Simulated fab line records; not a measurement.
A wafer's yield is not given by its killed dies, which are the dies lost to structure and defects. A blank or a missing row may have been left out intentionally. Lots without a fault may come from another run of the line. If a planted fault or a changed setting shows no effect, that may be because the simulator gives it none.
One fault through the eyes of 2 desks	flow gf180mcu	every desk sees just its own numbers, and what lay behind them comes last

METROLOGY DESK
What the gauges read for every lot (on any tool): the sampled wafers with a number, averaged. Marked OUT: a lot whose mean sits more than 4 standard deviations from the usual mean, which makes it out of limits; the brackets give that distance.
Columns: A = CONTACT_BOW at GF_CONTACT_BOW_MEAS_05, usual 64 um; B = M1_ALCU_RS at GF_M1_RS_MEAS_05, usual 0.0700 ohm/sq; C = V1_CVD_02_THK at GF_V1_THK_MEAS_03, usual 855 nm
lot	first seen here	A	B	C
L974	day 15 04:17	63	0.0699	841
L976	day 15 22:35	74	0.0695	871
L978	day 16 10:22	65	0.0700	851
L979	day 17 00:24	55	0.0712	856
L980	day 17 03:41	62	0.0699	861
L981	day 17 15:29	60	0.0701	853
L982	day 18 00:59	52	0.0695	840
L984	day 18 22:20	68	0.0701	870
L986	day 19 16:10	54	0.0705	797 (-4.8) OUT
L987	day 19 23:05	66	0.0705	791 (-5.3) OUT
L993	day 21 22:40	70	0.0695	871
L994	day 22 11:31	62	0.0705	862
L996	day 22 21:49	61	0.0704	858
This desk reports L986, L987 out of limits; the earliest was L986 at day 21 18:22 (V1_CVD_02_THK at GF_V1_THK_MEAS_03). L974, L976, L978, L979, L980, L981, L982, L984, L993, L994, L996 stayed within limits.

DESK OF THE TOOL OWNER: pecvd-03
The tool's own readings at GF_V1_CVD_02 (deposits SiO2 from TEOS, target thk 850 nm, time 94.851 s): means of the sampled wafers that have a number, for each lot that ran on this tool. Marked OUT: a lot whose mean sits more than 4 standard deviations from the usual mean, which makes it out of limits; the brackets give that distance.
Columns: A = heater_power_outer_w at GF_V1_CVD_02, usual 379 W; B = heater_power_w at GF_V1_CVD_02, usual 663 W; C = rf_fwd_power_W at GF_V1_CVD_02, usual 595.2 W
lot	first seen here	A	B	C
L981	day 19 17:17	382	674	595.8
L982	day 20 03:35	390	705	597.0
L986	day 21 18:17	447	762	501.7 (-36) OUT
L987	day 21 23:40	454	757	501.9 (-36) OUT
This desk finds L986, L987 out of limits, L986 being first, at day 21 18:17 (rf_fwd_power_W at GF_V1_CVD_02). L981, L982 stayed within limits.

TAKEN TOGETHER
On L986, L987, at day 21 18:17, an alarm was possible from the tool owner's desk.
L986, L987 would have let the metrology desk raise an alarm at day 21 18:22.
On pecvd-03, each named lot ran GF_V1_CVD_02.

WHAT HAD BEEN PUT IN BY THE SIMULATOR
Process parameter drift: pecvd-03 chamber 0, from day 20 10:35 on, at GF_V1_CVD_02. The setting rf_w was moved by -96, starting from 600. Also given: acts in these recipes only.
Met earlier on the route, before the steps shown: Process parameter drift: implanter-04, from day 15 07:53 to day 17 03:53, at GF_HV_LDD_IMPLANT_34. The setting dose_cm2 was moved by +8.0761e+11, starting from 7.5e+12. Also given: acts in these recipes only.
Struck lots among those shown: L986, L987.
Time in hours from fault onset to the first out-of-limits reading at each desk: tool owner's desk 32, metrology desk 32.
